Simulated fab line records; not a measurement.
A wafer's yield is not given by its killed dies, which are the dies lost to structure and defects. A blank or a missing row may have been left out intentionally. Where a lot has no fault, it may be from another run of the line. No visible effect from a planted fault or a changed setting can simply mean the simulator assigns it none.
The tool behind it: which one?	flow gf180mcu	Sampling: 10 lots, 30 wafers, 4 of 602 route steps

## WHAT THE GAUGES READ, wafer by wafer
GF_MIM_RS_MEAS_10: uses a four-point probe to measure.
lot	measured	on	MIM_ALCU_RS (ohm/sq)
L470	day 25 16:55	film metro-04	0.1620 0.1629 0.1588
L474	day 26 13:41	film metro-02	0.1594 0.1568 0.1605
L475	day 27 01:13	film metro-02	0.1580 0.1605 0.1599
L476	day 27 09:57	film metro-04	0.1595 0.1600 0.1591
L477	day 27 16:43	film metro-04	0.1599 0.1615 0.1619
L478	day 28 03:49	film metro-04	0.1613 0.1616 0.1592
L480	day 28 11:53	film metro-01	0.1557 0.1573 0.1580
L486	day 30 06:04	film metro-04	0.2690 0.1599 0.1643
L488	day 30 14:54	film metro-02	0.1605 0.1617 0.1590
L491	day 31 17:58	film metro-01	0.1561 0.1605 0.1609

## WHICH TOOL RAN EACH LOT (tool, then ch and the chambers of the sampled wafers, then the start)
lot	GF_V4_ETCH_16	GF_MIM_CVD_05	GF_MIM_SPUTTER_08
L470	rie diel-04 ch 0,2, day 25 15:07	pecvd-02 ch 1,2, day 25 16:42	pvd sputter-01, day 25 16:50
L474	rie diel-04 ch 0,1,2, day 26 11:52	pecvd-02 ch 0,1, day 26 13:28	pvd sputter-02, day 26 13:35
L475	rie diel-03 ch 0,2,3, day 26 23:25	pecvd-02 ch 0,1,2, day 27 00:59	pvd sputter-04, day 27 01:08
L476	rie diel-03 ch 0,2,3, day 27 08:03	pecvd-02 ch 0,2, day 27 09:43	pvd sputter-01, day 27 09:51
L477	rie diel-03 ch 0,2,3, day 27 14:49	pecvd-01 ch 0,1,2, day 27 16:28	pvd sputter-01, day 27 16:36
L478	rie diel-04 ch 0,1,3, day 28 02:01	pecvd-01 ch 1,2, day 28 03:36	pvd sputter-04, day 28 03:44
L480	rie diel-01 ch 0,3, day 28 10:07	pecvd-01 ch 0,1, day 28 11:41	pvd sputter-04, day 28 11:49
L486	rie diel-01 ch 0,1,2, day 30 04:16	pecvd-02 ch 0,1,2, day 30 05:52	pvd sputter-01, day 30 06:01
L488	rie diel-04 ch 1,2,3, day 30 12:46	pecvd-01 ch 0,2, day 30 14:41	pvd sputter-04, day 30 14:49
L491	rie diel-01 ch 0,1,3, day 31 16:04	pecvd-01 ch 0,1,2, day 31 17:40	pvd sputter-02, day 31 17:55
- GF_V4_ETCH_16: etches BARC in N2/H2.
- GF_MIM_CVD_05: deposits Si3N4, target thk 42 nm, time 29.086 s.
- GF_MIM_SPUTTER_08: material AlCu, target thk 200 nm, time 10.6 s.

## THE ANSWER, worked out from the rows above alone
Rule: what is usual is taken from the lots themselves. The widest of any qualifying gaps counts: lots, ordered by their means at a reading, are off when they make up no more than a third of the lots, leave a main group of 4 or more, and stand apart from it by 3 or more times the standard deviation of that group's means. A main group is skipped when, at the precision printed for the reading in the tables above, its means are all equal. Also off: a lot with no number at a reading for which 4 or more lots have one. Any other lot the step has rows for is counted as sound.
Off: at GF_MIM_RS_MEAS_10 (MIM_ALCU_RS), L486. Main group: mean 0.1597 ohm/sq, sd 0.0013.
If a tool, at a process step before that reading, ran all the lots that are off and no sound lot after the first of them, it fits. The gauges at GF_MIM_RS_MEAS_10 are tried like those tools. Can't be told from this: 3 tools fit, pecvd-02 at GF_MIM_CVD_05, pvd sputter-01 at GF_MIM_SPUTTER_08, film metro-04 at GF_MIM_RS_MEAS_10.

## WHAT WAS PUT IN BY THE SIMULATOR
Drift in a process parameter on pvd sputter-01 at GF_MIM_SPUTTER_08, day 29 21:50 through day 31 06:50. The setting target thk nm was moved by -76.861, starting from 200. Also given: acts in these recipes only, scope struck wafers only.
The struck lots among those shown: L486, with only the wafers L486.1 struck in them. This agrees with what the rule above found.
